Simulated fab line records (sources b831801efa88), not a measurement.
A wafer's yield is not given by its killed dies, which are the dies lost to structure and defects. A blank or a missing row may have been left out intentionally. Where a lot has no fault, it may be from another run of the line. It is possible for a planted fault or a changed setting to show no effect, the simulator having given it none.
Lot-split experiment ; flow gf180mcu ; on a route of 602 steps: 5 lots, 27 wafers read

## SPLIT DETAILS
At GF_TOP_METAL_SPUTTER_02 (material AlCu, target thk 900 nm, time 47.82 s), the setting time-s was moved away from the recipe's 47.82 s on 6 of the 27 wafers read, by -34.5% to +35.6%. For the rest of the wafers, this setting stayed at what the recipe calls for.

## FROM THE SPLIT TO THE READING: what the file shows between them, 3 steps
- GF_TOP_METAL_SPUTTER_03: material Ti, target thk 5 nm, time 3.3 s
- GF_TOP_METAL_SPUTTER_04: material TiN, target thk 25 nm, time 20.8 s
- GF_TOP_METAL_RS_MEAS_05: measures by four-point-probe

## THE READING
TOP_METAL_ALCU_THK, in nm, at GF_TOP_METAL_THK_MEAS_06 (measures by xrf). A value of 902 nm with a standard deviation of 9.4 nm is what fault-free wafers of this fab line usually give.

wafer;tool, chamber at the split;time-s as run, s;against the recipe;TOP_METAL_ALCU_THK, nm;against lot-mates on the recipe
L074.1;pvd-sputter-01, -;47.82;recipe;903;-
L074.2;pvd-sputter-01, -;47.82;recipe;907;-
L074.3;pvd-sputter-01, -;47.82;recipe;900;-
L074.4;pvd-sputter-01, -;47.82;recipe;901;-
L074.5;pvd-sputter-01, -;47.82;recipe;894;-
L074.6;pvd-sputter-01, -;47.82;recipe;888;-
L078.1;pvd-sputter-04, -;31.32;-34.5%;604;-306
L078.2;pvd-sputter-04, -;31.32;-34.5%;605;-305
L078.3;pvd-sputter-04, -;47.82;recipe;913;-
L078.4;pvd-sputter-04, -;47.82;recipe;916;-
L078.5;pvd-sputter-04, -;47.82;recipe;901;-
L078.6;pvd-sputter-04, -;31.32;-34.5%;610;-300
L079.2;pvd-sputter-04, -;47.82;recipe;889;-
L079.4;pvd-sputter-04, -;47.82;recipe;897;-
L079.6;pvd-sputter-04, -;47.82;recipe;888;-
L082.1;pvd-sputter-04, -;47.82;recipe;891;-
L082.2;pvd-sputter-04, -;47.82;recipe;896;-
L082.3;pvd-sputter-04, -;47.82;recipe;896;-
L082.4;pvd-sputter-04, -;47.82;recipe;903;-
L082.5;pvd-sputter-04, -;47.82;recipe;892;-
L082.6;pvd-sputter-04, -;47.82;recipe;888;-
L084.1;pvd-sputter-01, -;64.86;+35.6%;1222;+329
L084.2;pvd-sputter-01, -;47.82;recipe;891;-
L084.3;pvd-sputter-01, -;64.86;+35.6%;1207;+314
L084.4;pvd-sputter-01, -;47.82;recipe;894;-
L084.5;pvd-sputter-01, -;47.82;recipe;895;-
L084.6;pvd-sputter-01, -;64.86;+35.6%;1217;+324

FIT RESULTS
A straight line over all 27 wafers: TOP_METAL_ALCU_THK changes by +8.69 nm for each +1% of time-s; r = +1.00; the points scatter about the line by 8.3 nm.
The same after taking each lot's own level away (the mean of its wafers on the recipe; 27 wafers): +8.92 nm for each +1%; r = +1.00; scatter 5.5 nm.
The reading moves by 3.2e+02 nm for the largest change in time-s, on that fit.
From 891.3 to 910.0 nm: that is the span of the lots' own levels, equal to 2.0 times the standard deviation above.
The two slopes agree, so the slope changes little with the lot-to-lot level.
Check: with one of the wafers moved furthest among these (+35.6%) left out of the fit, the line predicts +316 nm for it against its lot-mates. It came out at +329 nm against them.

## THE OTHER SPLITS THESE WAFERS WENT THROUGH
Note: prior to the reading, these wafers also went through further splits. Each is held against what the fit with the lots' levels taken away leaves over:
other split on the same wafers;wafers away from the commonest value;r with TOP_METAL_ALCU_THK (lot level and that fit taken away)
GF_MIM_SPUTTER_09 time-s;9;+0.21

## THE WHOLE CHAIN: every reading that the file lists as answering this split, in the file's order
step;what it does;reading;change (the file's fit);r (the file's)
GF_TOP_METAL_SPUTTER_02;material AlCu, target thk 900 nm, time 47.82 s;AlCu_of_TOP_METAL_SPUTTER_02.thk-nm (the simulator's own value, which no gauge read);+8.96 nm for each +1% of the setting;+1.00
GF_TOP_METAL_RS_MEAS_05;measures by four-point-probe;TOP_METAL_ALCU_RS;-0.000354 for each +1% of the setting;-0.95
GF_TOP_METAL_THK_MEAS_06;measures by xrf;TOP_METAL_ALCU_THK;+8.93 for each +1% of the setting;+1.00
GF_TOP_METAL_METAL_ETCH_16;etches the open film in Cl2/BCl3, stops on SiO2, target depth 1077.5 nm, time 179.6 s;oes-product-au;not straight: 0.797 at the lowest setting, 0.968 at the recipe, 1.004 at the highest;not given

## FILE'S OWN FIT
TOP_METAL_ALCU_THK changes by +8.93 nm for each +1% of time-s, r = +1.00.
